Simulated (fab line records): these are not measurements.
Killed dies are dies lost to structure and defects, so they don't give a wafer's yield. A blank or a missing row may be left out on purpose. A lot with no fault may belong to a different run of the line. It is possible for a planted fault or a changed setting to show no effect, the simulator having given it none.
Matching of chambers :: flow sky130 :: SKY_LI_CONTACT_CMP_24 on cmp-02: 4 sister chambers
The step polishes, stops on PSG, t overpolish 20 s, target thk 0 nm. 4 wafers are shown with their chamber, then 9 later ones without.

== WAFERS, EACH WITH ITS CHAMBER ==
wafer: L113.5
chamber: 3
motorCurrentA (A): 11.2

wafer: L119.2
chamber: 2
motorCurrentA (A): 11.0

wafer: L119.3
chamber: 1
motorCurrentA (A): 12.7

wafer: L119.5
chamber: 0
motorCurrentA (A): 10.4

== WAFERS MISSING THEIR CHAMBER ==
wafer: L121.3
motorCurrentA (A): 12.3

wafer: L121.4
motorCurrentA (A): 11.1

wafer: L121.6
motorCurrentA (A): 11.4

wafer: L122.1
motorCurrentA (A): 10.9

wafer: L122.2
motorCurrentA (A): 12.3

wafer: L122.4
motorCurrentA (A): 10.5

wafer: L127.1
motorCurrentA (A): 10.9

wafer: L127.3
motorCurrentA (A): 10.8

wafer: L127.4
motorCurrentA (A): 12.6

== WHICH CHAMBER EACH WENT THROUGH ==
wafer: L121.3
from the rows above: 1
in truth: 1

wafer: L121.4
from the rows above: can't be placed: 2 or 3
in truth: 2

wafer: L121.6
from the rows above: can't be placed: 3 or 2
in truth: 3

wafer: L122.1
from the rows above: can't be placed: 2 or 3 or 0
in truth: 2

wafer: L122.2
from the rows above: 1
in truth: 1

wafer: L122.4
from the rows above: can't be placed: 0 or 2
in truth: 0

wafer: L127.1
from the rows above: can't be placed: 2 or 3 or 0
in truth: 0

wafer: L127.3
from the rows above: can't be placed: 2 or 3 or 0
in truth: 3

wafer: L127.4
from the rows above: 1
in truth: 1
3 of 9 placed correctly. Can't be placed from these rows: 6 (the true chamber is among the candidates in 6). Placed wrongly: 0.
How it was worked out, from the rows above alone: a wafer's distance from a chamber is the root of the sum, over the readings, of the square of ((its reading less the chamber's mean) divided by the reading's scatter). If the next closest chamber is less than 2 further off than the closest, the wafer can't be placed; otherwise it belongs to the closest. Each chamber's mean is taken over the wafers shown for it. The scatter (one wafer shown for each chamber): square how far every hidden wafer sits from the nearest shown wafer, average those squares and take the square root.
